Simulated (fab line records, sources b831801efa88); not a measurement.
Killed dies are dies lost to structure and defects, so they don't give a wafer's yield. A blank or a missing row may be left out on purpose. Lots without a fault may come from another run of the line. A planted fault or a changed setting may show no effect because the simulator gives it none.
Split-lot experiment | flow sky130 | 5 lots, 23 wafers read, on a route of 708 steps

THE SPLIT
At SKY_NWELL_COAT_18 (resist thk 3000 nm), the setting resist_thk_nm was moved away from the recipe's 3000 nm on 9 of the 23 wafers read, by +2.1% to +4.9%. The other wafers ran this setting at the recipe's value.

The reading is taken at the split's own step.

THE READING
coat_of_NWELL_COAT_18.thk_nm (the simulator's own value, which no gauge read), in nm, at SKY_NWELL_COAT_18 (resist thk 3000 nm). The file gives no usual value for it. The 14 wafers here that ran the recipe average 3002 nm, standard deviation 9.4 nm.

wafer  | tool, chamber at the split | resist_thk_nm as run, nm | against the recipe | coat_of_NWELL_COAT_18.thk_nm, nm | against lot-mates on the recipe
L074.1 | litho_track-02, 0          | 3148                     | +4.9%              | 3151                             | +151
L074.2 | litho_track-02, 0          | 3148                     | +4.9%              | 3145                             | +145
L074.3 | litho_track-02, 0          | 3000                     | recipe             | 3004                             | -
L074.4 | litho_track-02, 0          | 3148                     | +4.9%              | 3160                             | +160
L074.5 | litho_track-02, 0          | 3000                     | recipe             | 2996                             | -
L076.1 | litho_track-01, 0          | 3064                     | +2.1%              | 3048                             | +56
L076.2 | litho_track-01, 0          | 3064                     | +2.1%              | 3059                             | +66
L076.3 | litho_track-01, 0          | 3064                     | +2.1%              | 3050                             | +58
L076.5 | litho_track-01, 0          | 3000                     | recipe             | 2993                             | -
L076.6 | litho_track-01, 0          | 3000                     | recipe             | 2992                             | -
L079.1 | litho_track-01, 0          | 3000                     | recipe             | 3005                             | -
L079.3 | litho_track-01, 0          | 3000                     | recipe             | 3013                             | -
L079.5 | litho_track-01, 0          | 3000                     | recipe             | 2995                             | -
L082.1 | litho_track-01, 0          | 3000                     | recipe             | 2997                             | -
L082.2 | litho_track-01, 0          | 3000                     | recipe             | 3002                             | -
L082.4 | litho_track-01, 0          | 3000                     | recipe             | 2998                             | -
L082.5 | litho_track-01, 0          | 3000                     | recipe             | 2992                             | -
L082.6 | litho_track-01, 0          | 3000                     | recipe             | 2999                             | -
L084.1 | litho_track-02, 0          | 3104                     | +3.5%              | 3118                             | +98
L084.2 | litho_track-02, 0          | 3104                     | +3.5%              | 3120                             | +100
L084.4 | litho_track-02, 0          | 3000                     | recipe             | 3024                             | -
L084.5 | litho_track-02, 0          | 3104                     | +3.5%              | 3123                             | +103
L084.6 | litho_track-02, 0          | 3000                     | recipe             | 3016                             | -

THE FIT
A straight line over all 23 wafers: coat_of_NWELL_COAT_18.thk_nm changes by +31 nm for each +1% of resist_thk_nm; r = +0.98; the points scatter about the line by 11 nm.
The same after taking each lot's own level away (the mean of its wafers on the recipe; 23 wafers): +30.1 nm for each +1%; r = +1.00; scatter 5.4 nm.
On that fit, the largest move of resist_thk_nm shifts the reading by 1.5e+02 nm.
The lots' own levels span 2992.5 to 3020.0 nm, that is 2.9 times the standard deviation above.
So the lot-to-lot level changes the slope little: the two slopes agree.
Check: with one of the wafers moved furthest among these (+4.9%) left out of the fit, the line predicts +147 nm for it against its lot-mates. It came out at +151 nm against them.

OTHER SPLITS ON THESE WAFERS
These wafers also went through other splits before the reading. Each is held against what the fit with the lots' levels taken away leaves over:
other split on the same wafers       | wafers away from the commonest value | r with coat_of_NWELL_COAT_18.thk_nm (lot level and that fit taken away)
SKY_FIELD_ISO_OXIDATION_01 temp_c    | 15                                   | -0.34
SKY_FIELD_ISO_ETCH_15 time_s         | 4                                    | +0.21
SKY_FIELD_ISO_OXIDATION_22 ox_time_s | 10                                   | -0.14
SKY_NWELL_OXIDATION_01 temp_c        | 5                                    | +0.07
SKY_PWDE_SOFTBAKE_03 temp_c          | 7                                    | -0.13
SKY_NWELL_COAT_05 spin_rpm           | 7                                    | -0.29
SKY_NWELL_IMPLANT_13 energy_kev      | 8                                    | +0.07

THE WHOLE CHAIN: every reading that the file lists as answering this split, in the file's order
step               | what it does       | reading                                                                       | change (the file's fit)              | r (the file's)
SKY_NWELL_COAT_18  | resist thk 3000 nm | coat_of_NWELL_COAT_18.thk_nm (the simulator's own value, which no gauge read) | +30 nm for each +1% of the setting   | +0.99
SKY_NWELL_STRIP_25 | strips in O2/N2    | strip_time_to_endpoint_s                                                      | withheld for each +1% of the setting | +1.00

THE FILE'S OWN FIT
coat_of_NWELL_COAT_18.thk_nm changes by +30 nm for each +1% of resist_thk_nm, r = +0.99.
